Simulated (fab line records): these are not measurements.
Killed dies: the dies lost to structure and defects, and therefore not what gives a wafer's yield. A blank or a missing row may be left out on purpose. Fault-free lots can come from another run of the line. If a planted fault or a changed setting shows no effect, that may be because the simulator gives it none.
fab line records | flow gf180mcu
[record] lots = 12 | wafers = 36 | last-day = 34
route steps=602 shown M2@366 V2@400 M3@411
lots untouched by any fault: they come from a run of this same line in which no faults occurred
start-h: the number of hours between the record's first day and the start of the first shown wafer of the lot | wait-h: hours elapsed since this lot's preceding step | " the same as in the row above | L1.1+2: several wafers, shown together as one row | - no value, or no start was given | * or withheld: withheld | < > ~ a bound
route shown NAME@n: NAME is a module with steps in the file, n the number in the route of the first one | usual: the fault-free wafers' mean and standard deviation | same: alike in all rows | chamber/n: place in a boat | sites: the reading at each site | _std_site: standard deviation of those values | _edge_site: mean of outer sites minus mean of inner sites | radius-mm: for every site, how far away it sits from the centre of the wafer | mask NAME#n: copy n | behind: the last tool/chamber to shape the wafer | hold: reason for holding the lot/hours on hold/outcome of the hold | device: whichever transistor did not switch (one of n, p or np) | end of line: the route-end tests of the same wafers | a step without rows: its recipe alone | killed: dies that structure and defects cost at the first sort, which is not the same as the wafer's yield | map: shows each die of a wafer: x if killed, . if not, _ if none is there
set.NAME: setting as actually run; set.NAME@STEP: the setting as run at that earlier step | model.NAME: the simulator's own value behind a step, which no gauge read
a sample of lots followed through the steps of the route, with each step as a table and each wafer as a row
services: from which hour (start-h, from the record's first day; less than 0 if before it) a tool's chamber was out of use, for how many hours, and why
[[steps]]
[step GF_M2_SPUTTER_04]
[recipe] material = TiN | target-thk-nm = 50 | power-w = 6500 | time-s = 41.7 | chamber-pressure-pa = 0.4
[usual] cathode-dc-power-W = 6500.1/1.1 | chamber-pressure-pa = 0.3999/0.00071 | throttle-valve-pct = 29.9/0.91
lot.wafer | tool           | chamber | start-h | wait-h | cathode-dc-power-W | chamber-pressure-pa | throttle-valve-pct
L275.2    | pvd-sputter-01 | -       | 417.56  | 0.0    | 6499.6             | 0.4002              | 30.3
L275.4    | "              | -       | "       | "      | 6500.5             | 0.4003              | 29.9
L275.5    | "              | -       | "       | "      | 6499.0             | 0.3994              | 29.7
L276.2    | pvd-sputter-04 | -       | 421.72  | 0.0    | 6499.7             | 0.4005              | 30.7
L276.4    | "              | -       | "       | "      | 6499.0             | 0.4012              | 31.4
L276.5    | "              | -       | "       | "      | 6498.4             | 0.4003              | 31.0
L279.1    | pvd-sputter-01 | -       | 456.27  | 0.0    | 6499.5             | 0.3995              | 29.9
L279.2    | "              | -       | "       | "      | 6499.7             | 0.4003              | 30.2
L279.6    | "              | -       | "       | "      | 6501.4             | 0.3999              | 29.8
L280.2    | pvd-sputter-04 | -       | 469.51  | 0.0    | 6499.8             | 0.4007              | 28.2
L280.3    | "              | -       | "       | "      | 6501.9             | 0.3996              | 28.9
L280.6    | "              | -       | "       | "      | 6500.4             | 0.3998              | 31.0
L282.1    | pvd-sputter-02 | -       | 477.47  | 0.0    | 6501.0             | 0.3995              | 31.2
L282.2    | "              | -       | "       | "      | 6502.1             | 0.4000              | 29.3
L282.6    | "              | -       | "       | "      | 6501.6             | 0.3998              | 30.3
L283.2    | pvd-sputter-02 | -       | 482.33  | 0.0    | 6500.4             | 0.3995              | 31.2
L283.4    | "              | -       | "       | "      | 6498.6             | 0.3993              | 30.2
L283.6    | "              | -       | "       | "      | 6499.6             | 0.3997              | 31.3
L284.1    | pvd-sputter-01 | -       | 497.61  | 0.0    | 6500.8             | 0.3997              | 29.8
L284.3    | "              | -       | "       | "      | 6500.1             | 0.3994              | 30.5
L284.5    | "              | -       | "       | "      | 6499.4             | 0.3986              | 29.6
L285.1    | pvd-sputter-02 | -       | 511.87  | 0.0    | 6500.4             | 0.3998              | 31.0
L285.4    | "              | -       | "       | "      | 6500.0             | 0.4009              | 29.4
L285.5    | "              | -       | "       | "      | 6498.9             | 0.4007              | 29.4
L287.1    | pvd-sputter-01 | -       | 519.61  | 0.0    | 6498.8             | 0.3998              | 29.8
L287.2    | "              | -       | "       | "      | 6500.6             | 0.3996              | 29.9
L287.6    | "              | -       | "       | "      | 6498.4             | 0.4006              | 30.1
L288.2    | pvd-sputter-02 | -       | 531.15  | 0.0    | 6500.2             | 0.4003              | 30.2
L288.3    | "              | -       | "       | "      | 6500.6             | 0.4002              | 30.7
L288.6    | "              | -       | "       | "      | 6498.8             | 0.4000              | 31.0
L289.1    | pvd-sputter-02 | -       | 538.87  | 0.0    | 6502.9             | 0.3996              | 29.3
L289.2    | "              | -       | "       | "      | 6501.2             | 0.3996              | 29.2
L289.5    | "              | -       | "       | "      | 6500.5             | 0.3996              | 29.6
L298.4    | pvd-sputter-01 | -       | 602.42  | 0.0    | 6499.2             | 0.4007              | 30.0
L298.5    | "              | -       | "       | "      | 6497.9             | 0.4007              | 30.2
L298.6    | "              | -       | "       | "      | 6498.6             | 0.3989              | 29.7
[step GF_M2_RS_MEAS_05]
[recipe] thk-meas-gauge = four-point-probe | reads = TiN_of_M2_SPUTTER_04+Ti_of_M2_SPUTTER_03+AlCu_of_M2_SPUTTER_02+TiN_of_M2_SPUTTER_01+Ti_of_M2_SPUTTER_00
[usual] M2_ALCU_RS = 0.0699/0.00075
lot.wafer | tool          | chamber | start-h | wait-h | M2_ALCU_RS[ohm/sq]
L275.2    | film-metro-04 | -       | 417.62  | 0.0    | 0.0693
L275.4    | "             | -       | "       | "      | 0.0705
L275.5    | "             | -       | "       | "      | 0.0701
L276.2    | film-metro-04 | -       | 421.78  | 0.0    | 0.0697
L276.4    | "             | -       | "       | "      | 0.0699
L276.5    | "             | -       | "       | "      | 0.0706
L279.1    | film-metro-03 | -       | 456.31  | 0.0    | 0.0693
L279.2    | "             | -       | "       | "      | 0.0684
L279.6    | "             | -       | "       | "      | 0.0688
L280.2    | film-metro-01 | -       | 469.57  | 0.0    | 0.0703
L280.3    | "             | -       | "       | "      | 0.0703
L280.6    | "             | -       | "       | "      | 0.0697
L282.1    | film-metro-03 | -       | 477.51  | 0.0    | 0.0700
L282.2    | "             | -       | "       | "      | 0.0700
L282.6    | "             | -       | "       | "      | 0.0693
L283.2    | film-metro-04 | -       | 482.39  | 0.0    | 0.0705
L283.4    | "             | -       | "       | "      | 0.0705
L283.6    | "             | -       | "       | "      | 0.0702
L284.1    | film-metro-04 | -       | 497.65  | 0.0    | 0.0699
L284.3    | "             | -       | "       | "      | 0.0689
L284.5    | "             | -       | "       | "      | 0.0694
L285.1    | film-metro-01 | -       | 511.91  | 0.0    | 0.0701
L285.4    | "             | -       | "       | "      | 0.0710
L285.5    | "             | -       | "       | "      | 0.0709
L287.1    | film-metro-04 | -       | 519.65  | 0.0    | 0.0695
L287.2    | "             | -       | "       | "      | 0.0702
L287.6    | "             | -       | "       | "      | 0.0700
L288.2    | film-metro-04 | -       | 531.21  | 0.0    | 0.0713
L288.3    | "             | -       | "       | "      | 0.0710
L288.6    | "             | -       | "       | "      | 0.0711
L289.1    | film-metro-04 | -       | 538.91  | 0.0    | 0.0698
L289.2    | "             | -       | "       | "      | 0.0705
L289.5    | "             | -       | "       | "      | 0.0699
L298.4    | film-metro-03 | -       | 602.52  | 0.1    | 0.0695
L298.5    | "             | -       | "       | "      | 0.0697
L298.6    | "             | -       | "       | "      | 0.0697
[step GF_V2_STRIP_18]
[recipe] chemistry = O2/N2 | power-w = 1400 | pressure-mtorr = 1500 | platen-temp-c = 250 | o2-flow-sccm = 3000 | n2-flow-sccm = 300 | overash-fraction = 0.5
[usual] drypump-motor-current-A = 5.6/0.55 | heater-power-w = 333/28 | oes-product-au = 0.593/0.0043
[same] overash-fraction = 0.5
lot.wafer | tool            | chamber | start-h | wait-h | drypump-motor-current-A | heater-power-w | oes-product-au | rf-hours-counter-h
L275.2    | plasma-asher-04 | 0       | 467.78  | -      | 5.9                     | 405            | 0.597          | 84
L275.4    | "               | 1       | "       | "      | 5.1                     | 361            | 0.589          | -
L275.5    | "               | 1       | "       | "      | 5.1                     | 369            | 0.597          | -
L276.2    | plasma-asher-01 | 1       | 471.71  | -      | 6.6                     | 324            | 0.592          | 5
L276.4    | "               | 1       | "       | "      | 6.6                     | 323            | 0.587          | -
L276.5    | "               | 1       | "       | "      | 6.6                     | 320            | 0.592          | -
L279.1    | plasma-asher-03 | 1       | 506.07  | -      | 5.9                     | 316            | 0.590          | 69
L279.2    | "               | 0       | "       | "      | 5.0                     | 310            | 0.592          | 69
L279.6    | "               | 1       | "       | "      | 5.9                     | 319            | 0.590          | -
L280.2    | plasma-asher-01 | 0       | 517.17  | -      | 5.9                     | 323            | 0.591          | 10
L280.3    | "               | 0       | "       | "      | 5.9                     | 324            | 0.600          | -
L280.6    | "               | 1       | "       | "      | 6.6                     | 316            | 0.594          | -
L282.1    | plasma-asher-03 | 1       | 526.32  | -      | 5.9                     | 323            | 0.593          | 71
L282.2    | "               | 0       | "       | "      | 5.0                     | 321            | 0.592          | 71
L282.6    | "               | 1       | "       | "      | 5.9                     | 313            | 0.592          | -
L283.2    | plasma-asher-03 | 1       | 531.17  | -      | 5.9                     | 321            | 0.593          | 71
L283.4    | "               | 0       | "       | "      | 5.0                     | 326            | 0.600          | -
L283.6    | "               | 1       | "       | "      | 5.9                     | 319            | 0.589          | -
L284.1    | plasma-asher-03 | 0       | 545.02  | -      | 5.0                     | 319            | 0.592          | 73
L284.3    | "               | 0       | "       | "      | 4.9                     | 312            | 0.600          | -
L284.5    | "               | 0       | "       | "      | 5.0                     | 315            | 0.591          | -
L285.1    | plasma-asher-03 | 1       | 557.76  | -      | 5.9                     | 317            | 0.592          | 74
L285.4    | "               | 1       | "       | "      | 5.9                     | 328            | 0.601          | -
L285.5    | "               | 1       | "       | "      | 5.9                     | 319            | 0.603          | -
L287.1    | plasma-asher-01 | 0       | 566.47  | -      | 5.9                     | 323            | 0.590          | 15
L287.2    | "               | 1       | "       | "      | 6.6                     | 317            | 0.586          | 15
L287.6    | "               | 1       | "       | "      | 6.6                     | 328            | 0.593          | -
L288.2    | plasma-asher-03 | 1       | 577.06  | -      | 5.9                     | 323            | 0.600          | 76
L288.3    | "               | 0       | "       | "      | 5.0                     | 326            | 0.592          | -
L288.6    | "               | 1       | "       | "      | 5.9                     | 318            | 0.585          | -
L289.1    | plasma-asher-03 | 1       | 584.62  | -      | 5.9                     | 321            | 0.595          | 77
L289.2    | "               | 0       | "       | "      | 4.9                     | 321            | 0.596          | 77
L289.5    | "               | 1       | "       | "      | 5.9                     | 317            | 0.593          | -
L298.4    | plasma-asher-03 | 0       | 644.61  | -      | 5.0                     | 317            | 0.589          | -
L298.5    | "               | 1       | "       | "      | 5.9                     | 323            | 0.595          | -
L298.6    | "               | 0       | "       | "      | 5.0                     | 313            | 0.595          | -
[step GF_M3_SPUTTER_02]
[recipe] material = AlCu | target-thk-nm = 450 | power-w = 10600 | time-s = 23.9 | chamber-pressure-pa = 0.4
[usual] cathode-dc-power-W = 10600/1.9 | chamber-pressure-pa = 0.4000/0.00086 | throttle-valve-pct = 29.9/0.96
lot.wafer | tool           | chamber | start-h | wait-h | cathode-dc-power-W | chamber-pressure-pa | throttle-valve-pct
L275.2    | pvd-sputter-02 | -       | 470.03  | 0.0    | 10602              | 0.3994              | 31.2
L275.4    | "              | -       | "       | "      | 10599              | 0.3993              | 30.2
L275.5    | "              | -       | "       | "      | 10600              | 0.3995              | 31.2
L276.2    | pvd-sputter-03 | -       | 473.23  | 0.0    | 10600              | 0.4003              | 29.1
L276.4    | "              | -       | "       | "      | 10596              | 0.4001              | 29.5
L276.5    | "              | -       | "       | "      | 10600              | 0.4001              | 29.7
L279.1    | pvd-sputter-04 | -       | 507.46  | 0.0    | 10603              | 0.4006              | 29.0
L279.2    | "              | -       | "       | "      | 10599              | 0.4009              | 28.1
L279.6    | "              | -       | "       | "      | 10602              | 0.4008              | 28.4
L280.2    | pvd-sputter-04 | -       | 518.56  | 0.0    | 10605              | 0.3998              | 31.4
L280.3    | "              | -       | "       | "      | 10600              | 0.3989              | 28.1
L280.6    | "              | -       | "       | "      | 10603              | 0.4011              | 28.2
L282.1    | pvd-sputter-04 | -       | 527.71  | 0.0    | 10599              | 0.4013              | 28.3
L282.2    | "              | -       | "       | "      | 10602              | 0.3995              | 29.2
L282.6    | "              | -       | "       | "      | 10603              | 0.3990              | 29.0
L283.2    | pvd-sputter-02 | -       | 532.53  | 0.0    | 10600              | 0.3998              | 29.3
L283.4    | "              | -       | "       | "      | 10602              | 0.4001              | 30.9
L283.6    | "              | -       | "       | "      | 10602              | 0.4031              | 29.2
L284.1    | pvd-sputter-02 | -       | 546.38  | 0.0    | 10600              | 0.3999              | 29.3
L284.3    | "              | -       | "       | "      | 10598              | 0.4001              | 31.2
L284.5    | "              | -       | "       | "      | 10602              | 0.3988              | 31.1
L285.1    | pvd-sputter-02 | -       | 559.14  | 0.0    | 10603              | 0.4001              | 29.4
L285.4    | "              | -       | "       | "      | 10601              | 0.3984              | 30.4
L285.5    | "              | -       | "       | "      | 10601              | 0.4014              | 29.4
L287.1    | pvd-sputter-04 | -       | 567.86  | 0.0    | 10601              | 0.3998              | 30.7
L287.2    | "              | -       | "       | "      | 10601              | 0.3998              | 31.2
L287.6    | "              | -       | "       | "      | 10601              | 0.4002              | 28.0
L288.2    | pvd-sputter-02 | -       | 578.41  | 0.0    | -                  | -                   | -
L288.3    | "              | -       | "       | "      | -                  | -                   | -
L288.6    | "              | -       | "       | "      | -                  | -                   | -
L289.1    | pvd-sputter-04 | -       | 586.02  | 0.0    | -                  | -                   | -
L289.2    | "              | -       | "       | "      | -                  | -                   | -
L289.5    | "              | -       | "       | "      | -                  | -                   | -
L298.4    | pvd-sputter-03 | -       | 645.98  | 0.0    | 10600              | 0.4004              | 30.2
L298.5    | "              | -       | "       | "      | 10602              | 0.3999              | 29.6
L298.6    | "              | -       | "       | "      | 10600              | 0.4000              | 30.4
[step GF_M3_RS_MEAS_05]
[recipe] thk-meas-gauge = four-point-probe | reads = TiN_of_M3_SPUTTER_04+Ti_of_M3_SPUTTER_03+AlCu_of_M3_SPUTTER_02+TiN_of_M3_SPUTTER_01+Ti_of_M3_SPUTTER_00
[usual] M3_ALCU_RS = 0.0697/0.00067
lot.wafer | tool          | chamber | start-h | wait-h | hold                     | M3_ALCU_RS[ohm/sq]
L275.2    | film-metro-02 | -       | 470.14  | 0.0    | -                        | 0.0688
L275.4    | "             | -       | "       | "      | -                        | 0.0701
L275.5    | "             | -       | "       | "      | -                        | 0.0691
L276.2    | film-metro-03 | -       | 473.34  | 0.0    | -                        | 0.0703
L276.4    | "             | -       | "       | "      | -                        | 0.0707
L276.5    | "             | -       | "       | "      | -                        | 0.0706
L279.1    | film-metro-02 | -       | 507.55  | 0.0    | -                        | 0.0698
L279.2    | "             | -       | "       | "      | -                        | 0.0706
L279.6    | "             | -       | "       | "      | -                        | 0.0701
L280.2    | film-metro-01 | -       | 518.67  | 0.0    | -                        | 0.0694
L280.3    | "             | -       | "       | "      | -                        | 0.0695
L280.6    | "             | -       | "       | "      | -                        | 0.0696
L282.1    | film-metro-01 | -       | 527.80  | 0.0    | -                        | 0.0701
L282.2    | "             | -       | "       | "      | -                        | 0.0701
L282.6    | "             | -       | "       | "      | -                        | 0.0702
L283.2    | film-metro-02 | -       | 532.64  | 0.0    | -                        | 0.0703
L283.4    | "             | -       | "       | "      | -                        | 0.0697
L283.6    | "             | -       | "       | "      | -                        | 0.0705
L284.1    | film-metro-01 | -       | 546.47  | 0.0    | -                        | 0.0687
L284.3    | "             | -       | "       | "      | -                        | 0.0687
L284.5    | "             | -       | "       | "      | -                        | 0.0688
L285.1    | film-metro-01 | -       | 559.23  | 0.0    | -                        | 0.0692
L285.4    | "             | -       | "       | "      | -                        | 0.0700
L285.5    | "             | -       | "       | "      | -                        | 0.0688
L287.1    | film-metro-02 | -       | 567.95  | 0.0    | -                        | 0.0694
L287.2    | "             | -       | "       | "      | -                        | 0.0695
L287.6    | "             | -       | "       | "      | -                        | 0.0696
L288.2    | film-metro-03 | -       | 578.52  | 0.0    | await-dispo/0.2h/release | 7.1236
L288.3    | "             | -       | "       | "      | await-dispo/0.2h/release | 7.0832
L288.6    | "             | -       | "       | "      | await-dispo/0.2h/release | 7.1452
L288.2    | film-metro-03 | -       | 578.81  | 0.3    | -                        | 7.1270
L288.3    | "             | -       | "       | "      | -                        | 7.0678
L288.6    | "             | -       | "       | "      | -                        | 7.1366
L289.1    | film-metro-01 | -       | 586.11  | 0.0    | await-dispo/0.2h/release | 7.0795
L289.2    | "             | -       | "       | "      | await-dispo/0.2h/release | 7.1131
L289.5    | "             | -       | "       | "      | await-dispo/0.2h/release | 7.0750
L289.1    | film-metro-01 | -       | 586.39  | 0.3    | -                        | 7.0592
L289.2    | "             | -       | "       | "      | -                        | 7.1185
L289.5    | "             | -       | "       | "      | -                        | 7.0822
L298.4    | film-metro-03 | -       | 646.13  | 0.1    | -                        | 0.0686
L298.5    | "             | -       | "       | "      | -                        | 0.0690
L298.6    | "             | -       | "       | "      | -                        | 0.0682
[[services]]
tool            | chamber | start-h | hours | kind
plasma-asher-01 | -       | 421.25  | 9.0   | pm
plasma-asher-01 | 0       | 421.25  | 9.0   | vent-cycle
plasma-asher-01 | 1       | 421.25  | 9.0   | vent-cycle
plasma-asher-01 | 0       | 430.25  | -     | clean
plasma-asher-01 | 1       | 430.25  | -     | clean
pvd-sputter-02  | 0       | 461.91  | -     | consumable-replace:kit
pvd-sputter-02  | 0       | 461.91  | 18.0  | scheduled-down
pvd-sputter-02  | 0       | 461.91  | 18.0  | vent-cycle
pvd-sputter-01  | -       | 505.61  | 6.3   | repair
plasma-asher-03 | -       | 516.48  | 8.7   | repair
pvd-sputter-04  | -       | 516.60  | 1.7   | repair
pvd-sputter-01  | 2       | 555.57  | -     | consumable-replace:kit
pvd-sputter-01  | 2       | 555.57  | 18.0  | scheduled-down
pvd-sputter-01  | 2       | 555.57  | 18.0  | vent-cycle
pvd-sputter-04  | 1       | 561.24  | -     | consumable-replace:kit
pvd-sputter-04  | 1       | 561.24  | 18.0  | scheduled-down
pvd-sputter-04  | 1       | 561.24  | 18.0  | vent-cycle
pvd-sputter-02  | 3       | 578.50  | -     | consumable-replace:kit
pvd-sputter-02  | 3       | 578.50  | 18.0  | scheduled-down
pvd-sputter-02  | 3       | 578.50  | 18.0  | vent-cycle
pvd-sputter-01  | -       | 610.56  | 1.6   | repair
plasma-asher-04 | -       | 624.40  | 6.6   | repair
pvd-sputter-01  | -       | 637.03  | 1.0   | repair
plasma-asher-01 | -       | 638.23  | 8.9   | repair
[[key]]
[first-sign] step = GF_M3_SPUTTER_02 | reading = tool-record | direction = missing
[effect] step = GF_M3_RS_MEAS_05 | reading = visit | direction = added
[effect] step = GF_M3_RS_MEAS_05 | reading = M3_ALCU_RS | direction = up | sigmas = 99+ | usual = 0.0697 | struck = 7.1033
met-at GF_M3_SPUTTER_02
struck-lots L288,L289
scrapped-behind GF_M3_RS_MEAS_05 L288.2,L288.3,L288.6,L289.1,L289.2,L289.5
not-acting-at GF_M2_SPUTTER_04,GF_M2_RS_MEAS_05,GF_V2_STRIP_18
onset-between 567.86 578.41
[fault] kind = skipped-step-whole | tool = pvd-sputter-02,pvd-sputter-04 | chamber = - | onset-h = 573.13 | steps = GF_M3_SPUTTER_02 | scope = struck-lots-only
